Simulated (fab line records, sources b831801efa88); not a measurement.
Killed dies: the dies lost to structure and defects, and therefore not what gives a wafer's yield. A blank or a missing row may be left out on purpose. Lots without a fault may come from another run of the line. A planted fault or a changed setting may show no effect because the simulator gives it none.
A struck lot beside a sound one | flow sky130 | 16 steps out of a route of 708
Sound: these wafers, L981.1, L981.2, L981.3. Struck: wafers L998.1, L998.4 (left out: L998.3, a lot-mate that was not struck); the cause follows at the end.
Order at every step that has rows: each side's tool, ch and its chambers, its first start. Under that, the readings that differ: sound wafers | struck wafers | difference of the means | sigmas: that difference in standard deviations of wafers without a fault.
alike: words and numbers the same on both sides, and readings whose means are apart by under 2 such deviations; not compared: readings that were withheld, readings missing a value for some wafer, numbers with overlapping values and no deviation given by the record, and bounds like >300 which may hide the same value.
Wherever a step has rows on one side only, a row that says differs or no value, or a row with sigmas, the two part there. When numbers do not overlap yet have no deviation, they are printed without sigmas and do not part them. A reading that every wafer of one side lacks parts them only if that side has two wafers or more.

first, 2 steps without rows for these wafers: SKY_METAL4_PEB_11; SKY_METAL4_DEVELOP_12 (develop time 60 s).
SKY_METAL4_CD_MEAS_13: the cd target is 300 nm.
  sound on cd-sem-01, day 42 08:29; struck on cd-sem-01, day 46 18:38
  alike: cd-nm
SKY_METAL4_OVL_MEAS_14:
  sound on overlay-02, day 42 08:37; struck on overlay-02, day 46 18:46
  alike: METAL4_OVL
SKY_METAL4_DESCUM_15: chemistry O2, time 8 s.
  sound on rie-metal-03 ch 0,1, day 42 08:39; struck on rie-metal-03 ch 0,1, day 46 18:48
  alike: drypump-motor-current-A, oes-product-au
  not compared: rf-hours-counter-h
SKY_METAL4_ETCH_16: etches BARC in N2/H2, stops on SiO2, time 88.2 s, target depth 60 nm.
  sound on rie-metal-03 ch 0,1, day 42 08:41; struck on rie-metal-03 ch 0,1, day 46 18:50
  alike: bias-w, drypump-motor-current-A, n2-flow-sccm, oes-product-au, throttle-valve-pct
  not compared: rf-hours-counter-h
SKY_METAL4_ETCH_17: etches SiO2 in C4F8/O2/Ar, stops on TiN, time 3.9 s, target depth 15 nm.
  sound on rie-diel-02 ch 0,2,3, day 42 08:47; struck on rie-diel-02 ch 1,2, day 46 18:56
  alike: bias-w, oes-product-au
  not compared: rf-hours-counter-h
SKY_METAL4_METAL_ETCH_18: etches the open film in Cl2/BCl3, stops on SiO2, target depth 845 nm, time 183.1 s.
  sound on rie-metal-01 ch 0,1, day 42 08:48; struck on rie-metal-01 ch 0, day 46 18:57
  alike: bias-w, drypump-motor-current-A, oes-product-au, throttle-valve-pct
  not compared: rf-hours-counter-h
SKY_METAL4_STRIP_19: strips in O2/N2.
  sound on plasma-asher-03 ch 0,1, day 42 08:58; struck on plasma-asher-03 ch 1, day 46 19:07
  alike: drypump-motor-current-A, n2-flow-sccm, oes-product-au, strip-time-to-endpoint-s
  not compared: rf-hours-counter-h
then, 3 steps without rows for these wafers: SKY_METAL4_STRIP_20 (strips in post etch residue remover, time 1200 s); SKY_METAL4_CLEAN_21 (cleans in IPA, time 180 s); SKY_METAL4_CLEAN_22 (cleans in O3/DIW).
SKY_VIA4_HDPCVD_00: deposits SiO2, target thk 1750 nm, time 291.7 s.
  sound on hdpcvd-02 ch 0,1,2, day 42 09:34; struck on hdpcvd-01 ch 0, day 46 19:43
  reading                                  | sound             | struck      | difference | sigmas
  run-length-s (s)                         | 320.5 319.8 320.1 | 301.7 301.2 | -18.7      | -25
  model.SiO2_of_VIA4_HDPCVD_00.thk-nm (nm) | 1750 1763 1761    | 1627 1647   | -121       |
SKY_VIA4_THK_MEAS_01:
  sound on film-metro-03, day 42 09:44; struck on film-metro-03, day 46 19:54
  reading              | sound          | struck    | difference | sigmas
  VIA4_HDPCVD_THK (nm) | 1751 1762 1763 | 1627 1647 | -122       | -8
then, 1 step without rows for these wafers: SKY_VIA4_CMP_02 (polishes SiO2).
-- the record jumps here: 3 days lie between the struck wafers' starts before and after (it left off in module VIA4 and takes up again in module PAD_OPEN, whose first step shown is number 708 of the route) --
SKY_PAD_OPEN_PROBE_99:
  only the struck wafers here have rows in the record (prober-01, day 50 03:59); the sound ones have none

## WHERE THEY PART
Last at SKY_PAD_OPEN_PROBE_99 as far as this record goes, first at SKY_VIA4_HDPCVD_00.

WHY: what had been put in by the simulator
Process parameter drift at SKY_VIA4_HDPCVD_00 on hdpcvd-01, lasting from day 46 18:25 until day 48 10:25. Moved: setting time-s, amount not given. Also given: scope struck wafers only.
